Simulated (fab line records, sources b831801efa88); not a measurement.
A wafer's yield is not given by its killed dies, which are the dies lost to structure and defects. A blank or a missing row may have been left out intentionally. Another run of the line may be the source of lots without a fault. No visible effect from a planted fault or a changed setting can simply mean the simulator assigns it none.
A single fault, viewed from 2 desks -- flow sky130 -- numbers are kept per desk, each desk with only its own; the story behind them comes last

THE METROLOGY DESK
Lot by lot, what the gauges showed, no matter which tool ran the lot: averages of those sampled wafers that carry a number. Any lot whose mean is over 4 standard deviations away from the usual mean is out of limits and marked OUT; that distance is given in the brackets.
Columns: A = VIA2_W_RS at SKY_VIA2_RS_MEAS_22, usual 0.274 ohm/sq; B = VIA2_W_THK at SKY_VIA2_THK_MEAS_23, usual 407 nm
lot,first seen here,A,B
L132,day 40 05:35,0.274,411
L131,day 40 07:21,0.275,411
L137,day 42 08:02,0.272,416
L140,day 43 08:08,0.278,397
L141,day 43 10:26,0.270,419
L144,day 43 18:57,0.274,404
This desk's verdict: no lot among the 6 shows anything out of limits.

AT THE TOOL OWNER'S DESK: pvd sputter-01
At SKY_METAL3_SPUTTER_04 (material TiN, target thk 70 nm, time 58.3 s) the tool's own readings: per lot run on this tool, the mean of the sampled wafers that have a number. Any lot whose mean is over 4 standard deviations away from the usual mean is out of limits and marked OUT; that distance is given in the brackets.
Columns: A = chamber pressure pa at SKY_METAL3_SPUTTER_04, usual 0.4000 Pa; B = throttle valve pct at SKY_METAL3_SPUTTER_04, usual 29.9 %
lot,first seen here,A,B
L132,day 40 06:08,0.5129 (+99 or more) OUT,26.3
L131,day 40 07:56,0.5121 (+99 or more) OUT,25.6 (-4.4) OUT
L140,day 43 08:40,0.4005,29.9
Finding of this desk: L131, L132 out of limits; the first was L132 at day 40 06:08, on chamber pressure pa at SKY_METAL3_SPUTTER_04. L140 stayed within limits.

ALL TOGETHER
The tool owner's desk had the chance to raise an alarm at day 40 06:08 on L131, L132.
From the metrology desk's view, nothing was out of limits.
The metrology desk has L131, L132 on record, within its limits.
The lots listed all ran SKY_METAL3_SPUTTER_04 on pvd sputter-01.

WHAT THE SIMULATOR HAD INSERTED
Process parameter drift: pvd sputter-01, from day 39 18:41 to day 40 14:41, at SKY_METAL3_SPUTTER_04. Setting chamber pressure pa shifted by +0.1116 from 0.4. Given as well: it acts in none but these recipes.
Struck lots among those shown: L131, L132.
How many hours passed from the start of the fault until each desk's first out-of-limits reading: the tool owner's desk, 11.
